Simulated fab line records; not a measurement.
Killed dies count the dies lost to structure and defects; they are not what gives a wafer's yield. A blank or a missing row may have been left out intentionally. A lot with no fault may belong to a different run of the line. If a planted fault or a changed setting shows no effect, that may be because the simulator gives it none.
Problem report, 8D (eight disciplines) form, completed by code ; flow sky130 ; the parts of the form that need people (team, actions taken, sign-off) are left out

== 1. PROBLEM STATEMENT ==
PASSIVATION_CVD_02_THK at SKY_PASSIVATION_THK_MEAS_03 reads a mean of 580 nm on 2 wafers of 1 lot; wafers without a fault read 539 nm with a standard deviation of 6.9. Relative to the usual mean, that is a shift of +6.0 standard deviations.
The first sign was on wafer L230.5 at day 48 07:26, on film-metro-03. At this step, 30 wafers from 10 lots have a number in the record. Rule for "out" (also "out of limits"): further than 4 standard deviations from the usual mean. The rest of the wafers with a number are treated as sound.

== 2. WHAT THIS IS AND IS NOT ==
question;is;is not
which readings at this step;PASSIVATION_CVD_02_THK;-
which lots;L230;L219, L220, L222, L223, L224, L229, L236, L237, L238
which wafers of those lots;L230.5, L230.6;L230.3
read on which gauges;film-metro-03;film-metro-01, film-metro-02
when;from day 48 07:26;"up to then (19 sound wafers); but 9 sound wafers of L236, L237, L238 came after"

== 3. SUSPECTS, AND WHAT RULES EACH OUT ==
Counting: any tool at a process step up to the reading remains a suspect provided it ran every lot that is out. Sound lots after the first of them don't rule it out here, since some wafers of a struck lot are sound.
- the gauge at SKY_PASSIVATION_THK_MEAS_03: kept. All the wafers that are out were read on film-metro-03, and no step on other tools shows them out.
- pvd-sputter-04 at SKY_VIA4_SPUTTER_17 (material TiN, target thk 20 nm, time 80 s): kept. It ran the lot that is out, L230 (day 47 09:59); its last sound lot up to then is L229 (day 46 19:56).
- pvd-sputter-04 at SKY_METAL5_SPUTTER_04 (material TiN, target thk 70 nm, time 58.3 s): kept. It ran the lot that is out, L230 (day 47 10:47); its last sound lot up to then is L220 (day 44 17:41).
- pecvd-03 at SKY_PASSIVATION_CVD_02 (deposits Si3N4, target thk 540 nm): kept. It ran the lot that is out, L230 (day 48 07:11); its last sound lot up to then is L224 (day 46 10:44).
Left after counting: pvd-sputter-04 at SKY_VIA4_SPUTTER_17, pvd-sputter-04 at SKY_METAL5_SPUTTER_04, pecvd-03 at SKY_PASSIVATION_CVD_02, film-metro-03 at SKY_PASSIVATION_THK_MEAS_03.

== 4. THE CAUSE (what the simulator had put in) ==
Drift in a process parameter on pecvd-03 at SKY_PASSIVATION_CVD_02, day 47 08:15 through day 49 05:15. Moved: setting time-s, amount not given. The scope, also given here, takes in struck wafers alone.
After counting, 4 suspects remain, this tool included.

== 5. SEQUENCE OF EFFECTS, ordered by route ==
One row per reading whose mean, taken over the struck wafers that have a number, lies over 3 standard deviations from the usual. Only readings whose record carries a usual standard deviation are examined. hours: median over the lots of the time between each lot's start at the first step of this table that gives one and its start at this step. sigmas: the change, counted in usual standard deviations.
hours;step;reading;usual;on struck wafers;change;sigmas
0;SKY_PASSIVATION_THK_MEAS_03;PASSIVATION_CVD_02_THK;539 nm;580;+42;+6.0
36;SKY_PAD_OPEN_ETCH_07;oes-product-au;0.974 a.u.;1.002;+0.028;+4.0
Here are the process steps it includes:
- SKY_PAD_OPEN_ETCH_07: etches the open film in CF4/O2, stops on AlCu, target depth 725 nm, time 161.1 s.

== 6. WHAT WOULD HAVE CAUGHT IT SOONER ==
Counted from the fault's start at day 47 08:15, it took 23 hours until the first out-of-limits reading at a measuring or inspecting step in this record, taken at day 48 07:26.
Of the tool readings at SKY_PASSIVATION_CVD_02 for which the record gives a usual standard deviation, none was out on any struck wafer, so an alarm limit of 4 standard deviations on them would not have fired.
The start of SKY_PASSIVATION_CVD_02 on pecvd-03 came by day 48 07:26 for every one of the lots that are out (1). Had the tool been put on hold then, not one of them would have been saved.
